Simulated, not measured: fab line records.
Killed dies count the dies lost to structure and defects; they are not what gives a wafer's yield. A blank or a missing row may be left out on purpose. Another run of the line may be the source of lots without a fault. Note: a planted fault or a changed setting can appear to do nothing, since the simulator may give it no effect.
Comparing a struck lot with a sound one ; flow gf180mcu ; 15 steps out of a route of 602
Sound: wafers L730.1, L730.4, L730.5. Struck: wafer L721.5. (L721.1, L721.4 of the same lot were not struck and are left out.) The cause comes at the end.
Order at every step that has rows: each side's tool, ch and its chambers, its first start. Under that, the readings that differ: sound wafers ; struck wafers ; difference of the means ; sigmas: that difference in standard deviations of wafers without a fault.
alike: readings whose means differ by less than 2 such deviations, and words and numbers that are the same on both sides. not compared: withheld readings, readings that some wafer has no value for, bounds like >300 that may hide the same value, and numbers for which the record gives no deviation and whose values overlap.
The two part at a step that has a row with sigmas, a row that says differs or no value, or rows on one side only. Non-overlapping numbers with no deviation appear without sigmas and do not part them. A reading missing from all wafers of one side parts the sides only when that side holds two or more wafers.

GF_V1_OVL_MEAS_15:
  sound on overlay-02, day 24 02:55; struck on overlay-02, day 20 16:33
  alike: V1_OVL
GF_V1_ETCH_16: etches BARC in N2/H2.
  sound on rie diel-04 ch 1,2, day 24 02:56; struck on rie diel-02 ch 0, day 20 16:35
  alike: drypump motor current A, oes product au, throttle valve pct
GF_V1_ETCH_17: etches SiO2 in C4F8/O2/Ar, stops on TiN, target depth 630 nm.
  sound: rie diel-04 ch 1,2; struck: rie diel-02 ch 0
  alike: oes product au
GF_V1_STRIP_18: strips in O2/N2.
  sound on plasma asher-03 ch 0,1, day 24 03:08; struck on plasma asher-03 ch 0, day 20 16:43
  alike: drypump motor current A, heater power w, o2 flow sccm, oes product au
  not compared: rf hours counter h
then, 2 steps without rows for these wafers: GF_V1_STRIP_19 (strips in post etch residue remover, time 1200 s); GF_V1_CLEAN_20 (cleans in DIW).
GF_V1_SPUTTER_21: material Ti, target thk 15 nm, time 80.02 s.
  sound on pvd sputter-01, day 24 03:41; struck on pvd sputter-03, day 20 17:22
  alike: throttle valve pct
then, 2 steps without rows for these wafers: GF_V1_SPUTTER_22 (material TiN, target thk 10 nm, time 40 s); GF_V1_CVD_23 (deposits W, target thk 350 nm, time 105.05 s).
GF_V1_RS_MEAS_24: measures by four-point-probe.
  sound on film metro-02, day 24 03:54; struck on film metro-01, day 20 17:34
  alike: V1_W_RS
GF_V1_THK_MEAS_25: measures by xrf.
  sound on film metro-02, day 24 04:01; struck on film metro-01, day 20 17:41
reading;sound;struck;difference;sigmas
V1_W_THK (nm);346 345 343;359;+14;+3
then, 1 step without rows for these wafers: GF_V1_CMP_26 (polishes, stops on SiO2, t overpolish 15 s, target thk 0 nm).
GF_M2_SPUTTER_00: material Ti, target thk 37.5 nm, time 150 s.
  sound on pvd sputter-02, day 24 04:23; struck on pvd sputter-01, day 20 18:03
reading;sound;struck;difference;sigmas
model.Ti_of_M2_SPUTTER_00.thk nm (nm);38 38.15 37.99;40.62;+2.57;
  alike: throttle valve pct
GF_M2_SPUTTER_01: material TiN, target thk 30 nm, time 25 s.
  sound on pvd sputter-02, day 24 04:29; struck on pvd sputter-01, day 20 18:09
  alike: throttle valve pct
following that, these wafers have no rows for 1 step: GF_PASSIVATION_PROBE_99.

== WHERE THEY PART ==
Within this record, at GF_V1_THK_MEAS_25 only. Later steps at which nothing parts them and some readings are alike: GF_M2_SPUTTER_00, GF_M2_SPUTTER_01.

WHY: what the simulator had put in
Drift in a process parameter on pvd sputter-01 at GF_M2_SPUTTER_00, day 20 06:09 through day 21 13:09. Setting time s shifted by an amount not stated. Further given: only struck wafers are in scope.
